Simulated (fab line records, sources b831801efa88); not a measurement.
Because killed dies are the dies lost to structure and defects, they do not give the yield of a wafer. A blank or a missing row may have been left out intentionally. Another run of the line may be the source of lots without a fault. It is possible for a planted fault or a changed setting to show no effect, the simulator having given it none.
Split-lot experiment | flow sky130 | route with 708 steps; 5 lots, 23 wafers read

ON THE SPLIT
At SKY_LDD_N_IMPLANT_09, the setting energyKev was moved away from the recipe's 20 on 7 of the 23 wafers read, by -4.0% to +5.4%. For the rest of the wafers, this setting stayed at what the recipe calls for.

Reading taken at the split's own step.

THE READING
implant.drpNm (the simulator's own value, which no gauge read), in nm, at SKY_LDD_N_IMPLANT_09. The file does not state a usual value for it.

wafer  | tool, chamber at the split | energyKev as run | against the recipe | implant.drpNm, nm | against lot-mates on the recipe
L075.1 | implanter-01, 0            | 20               | recipe             | 7.212             | -
L075.2 | implanter-01, 0            | 20               | recipe             | 7.212             | -
L075.5 | implanter-01, 0            | 20               | recipe             | 7.212             | -
L076.1 | implanter-02, 0            | 20               | recipe             | 7.212             | -
L076.3 | implanter-02, 0            | 20               | recipe             | 7.212             | -
L076.4 | implanter-02, 0            | 20               | recipe             | 7.212             | -
L076.5 | implanter-02, 0            | 20.68            | +3.4%              | 7.381             | +0.169
L076.6 | implanter-02, 0            | 20.68            | +3.4%              | 7.381             | +0.169
L077.1 | implanter-02, 0            | 20               | recipe             | 7.212             | -
L077.2 | implanter-02, 0            | 20               | recipe             | 7.212             | -
L077.3 | implanter-02, 0            | 20               | recipe             | 7.212             | -
L077.5 | implanter-02, 0            | 20               | recipe             | 7.212             | -
L077.6 | implanter-02, 0            | 20               | recipe             | 7.212             | -
L082.1 | implanter-04, 0            | 20               | recipe             | 7.212             | -
L082.4 | implanter-04, 0            | 20               | recipe             | 7.212             | -
L082.6 | implanter-04, 0            | 20               | recipe             | 7.212             | -
L082.2 | implanter-04, 0            | 19.2             | -4.0%              | 7.011             | -0.201
L082.5 | implanter-04, 0            | 19.2             | -4.0%              | 7.011             | -0.201
L083.1 | implanter-01, 0            | 20               | recipe             | 7.212             | -
L083.4 | implanter-01, 0            | 20               | recipe             | 7.212             | -
L083.3 | implanter-01, 0            | 21.09            | +5.4%              | 7.483             | +0.271
L083.5 | implanter-01, 0            | 21.09            | +5.4%              | 7.483             | +0.271
L083.6 | implanter-01, 0            | 21.09            | +5.4%              | 7.483             | +0.271

THE FIT
A straight line over all 23 wafers: implant.drpNm changes by +0.0499 nm for each +1% of energyKev; r = +1.00; the points scatter about the line by 0.0005 nm.
The same after taking each lot's own level away (the mean of its wafers on the recipe; 23 wafers): +0.0499 nm for each +1%; r = +1.00; scatter 0.0005 nm.
On that fit, the largest move of energyKev shifts the reading by 0.27 nm.
The lots' own levels span 7.2120 to 7.2120 nm.
Hence the lot-to-lot level has little effect on the slope; both slopes agree.
Check: with one of the wafers moved furthest among these (+5.4%) left out of the fit, the line predicts +0.272 nm for it against its lot-mates. It came out at +0.271 nm against them.

THESE WAFERS: OTHER SPLITS
Note: prior to the reading, these wafers also went through further splits. Each is held against what the fit with the lots' levels taken away leaves over:
other split on the same wafers   | wafers away from the commonest value | r with implant.drpNm (lot level and that fit taken away)
SKY_POLY_GATE_IMPLANT_02 doseCm2 | 10                                   | -0.06
SKY_POLY_GATE_ETCH_16 timeS      | 11                                   | +0.19

THE WHOLE CHAIN: every reading that the file lists as answering this split, in the file's order
step                 | what it does | reading                                                        | change (the file's fit)                | r (the file's)
SKY_LDD_N_IMPLANT_09 |              | implant.rpNm (the simulator's own value, which no gauge read)  | +0.114 nm for each +1% of the setting  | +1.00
SKY_LDD_N_IMPLANT_09 |              | implant.drpNm (the simulator's own value, which no gauge read) | +0.0499 nm for each +1% of the setting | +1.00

THE FILE'S OWN FIT
implant.drpNm changes by +0.0499 nm for each +1% of energyKev, r = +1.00.
